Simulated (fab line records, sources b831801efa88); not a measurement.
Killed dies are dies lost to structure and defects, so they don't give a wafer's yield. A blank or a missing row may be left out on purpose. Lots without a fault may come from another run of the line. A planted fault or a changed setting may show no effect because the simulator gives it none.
Split-lot experiment | flow gf180mcu | 5 lots, 23 wafers read, on a route of 602 steps

THE SPLIT
At GF_V5_EXPOSE_11 (exposes mask Via5, target cd 260 nm), the setting dose_mj was moved away from the recipe's 38 on 8 of the 23 wafers read, by +2.1% to +3.6%. The other wafers ran this setting at the recipe's value.

FROM THE SPLIT TO THE READING: what the file shows between them, 1 step
- GF_V5_DEVELOP_13: develop time 60 s (also split here: dev_temp_c)

THE READING
cd_nm, in nm, at GF_V5_CD_MEAS_14 (target cd 260 nm). Fault-free wafers of this fab line usually give 260.0 nm, standard deviation 1.2 nm.

wafer  | tool, chamber at the split | dose_mj as run | against the recipe | cd_nm, nm | against lot-mates on the recipe
L074.1 | krf_scanner-01, 0          | 38.78          | +2.1%              | 262.1     | +2.9
L074.2 | krf_scanner-01, 0          | 38             | recipe             | 259.2     | -
L074.3 | krf_scanner-01, 0          | 38             | recipe             | 259.4     | -
L074.4 | krf_scanner-01, 0          | 38.78          | +2.1%              | 262.9     | +3.7
L074.6 | krf_scanner-01, 0          | 38             | recipe             | 258.9     | -
L076.1 | krf_scanner-02, 0          | 38             | recipe             | 261.2     | -
L076.2 | krf_scanner-02, 0          | 38             | recipe             | 259.5     | -
L076.4 | krf_scanner-02, 0          | 38             | recipe             | 260.6     | -
L076.5 | krf_scanner-02, 0          | 38             | recipe             | 260.7     | -
L076.6 | krf_scanner-02, 0          | 38             | recipe             | 260.6     | -
L077.1 | krf_scanner-02, 0          | 38             | recipe             | 260.2     | -
L077.5 | krf_scanner-02, 0          | 38             | recipe             | 259.5     | -
L077.6 | krf_scanner-02, 0          | 38             | recipe             | 260.7     | -
L078.1 | krf_scanner-02, 0          | 38             | recipe             | 262.1     | -
L078.2 | krf_scanner-02, 0          | 38             | recipe             | 261.5     | -
L078.4 | krf_scanner-02, 0          | 38.92          | +2.4%              | 265.3     | +3.5
L078.5 | krf_scanner-02, 0          | 38.92          | +2.4%              | 265.1     | +3.3
L078.6 | krf_scanner-02, 0          | 38.92          | +2.4%              | 265.4     | +3.6
L080.2 | krf_scanner-01, 0          | 39.36          | +3.6%              | 264.0     | +4.3
L080.3 | krf_scanner-01, 0          | 38             | recipe             | 258.2     | -
L080.4 | krf_scanner-01, 0          | 38             | recipe             | 261.2     | -
L080.5 | krf_scanner-01, 0          | 39.36          | +3.6%              | 264.7     | +5.0
L080.6 | krf_scanner-01, 0          | 39.36          | +3.6%              | 264.0     | +4.3

THE FIT
A straight line over all 23 wafers: cd_nm changes by +1.35 nm for each +1% of dose_mj; r = +0.86; the points scatter about the line by 1.2 nm.
The same after taking each lot's own level away (the mean of its wafers on the recipe; 23 wafers): +1.34 nm for each +1%; r = +0.95; scatter 0.65 nm.
On that fit, the largest move of dose_mj shifts the reading by 4.8 nm.
The lots' own levels span 259.17 to 261.80 nm, that is 2.2 times the standard deviation above.
So the lot-to-lot level changes the slope little: the two slopes agree.
Check: with one of the wafers moved furthest among these (+3.6%) left out of the fit, the line predicts +4.99 nm for it against its lot-mates. It came out at +4.3 nm against them.

OTHER SPLITS ON THESE WAFERS
These wafers also went through other splits before the reading. Each is held against what the fit with the lots' levels taken away leaves over:
other split on the same wafers  | wafers away from the commonest value | r with cd_nm (lot level and that fit taken away)
GF_MIM_DEVELOP_18 dev_temp_c    | 8                                    | +0.41
GF_M5_EXPOSE_04 dose_mj         | 7                                    | -0.03
GF_V5_CMP_04 leave_above_ref_nm | 9                                    | -0.03
GF_V5_DEVELOP_13 dev_temp_c     | 11                                   | -0.01

THE WHOLE CHAIN: every reading that the file lists as answering this split, in the file's order
step             | what it does                                                 | reading                                                   | change (the file's fit)              | r (the file's)
GF_V5_CD_MEAS_14 | target cd 260 nm                                             | cd_nm                                                     | +1.38 nm for each +1% of the setting | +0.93
GF_V5_ETCH_16    | etches BARC in N2/H2                                         | V5.cd_nm (the simulator's own value, which no gauge read) | +1.46 nm for each +1% of the setting | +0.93
GF_V5_ETCH_17    | etches SiO2 in C4F8/O2/Ar, stops on TiN, target depth 855 nm | V5.cd_nm (the simulator's own value, which no gauge read) | +1.55 nm for each +1% of the setting | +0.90

THE FILE'S OWN FIT
cd_nm changes by +1.38 nm for each +1% of dose_mj, r = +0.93.
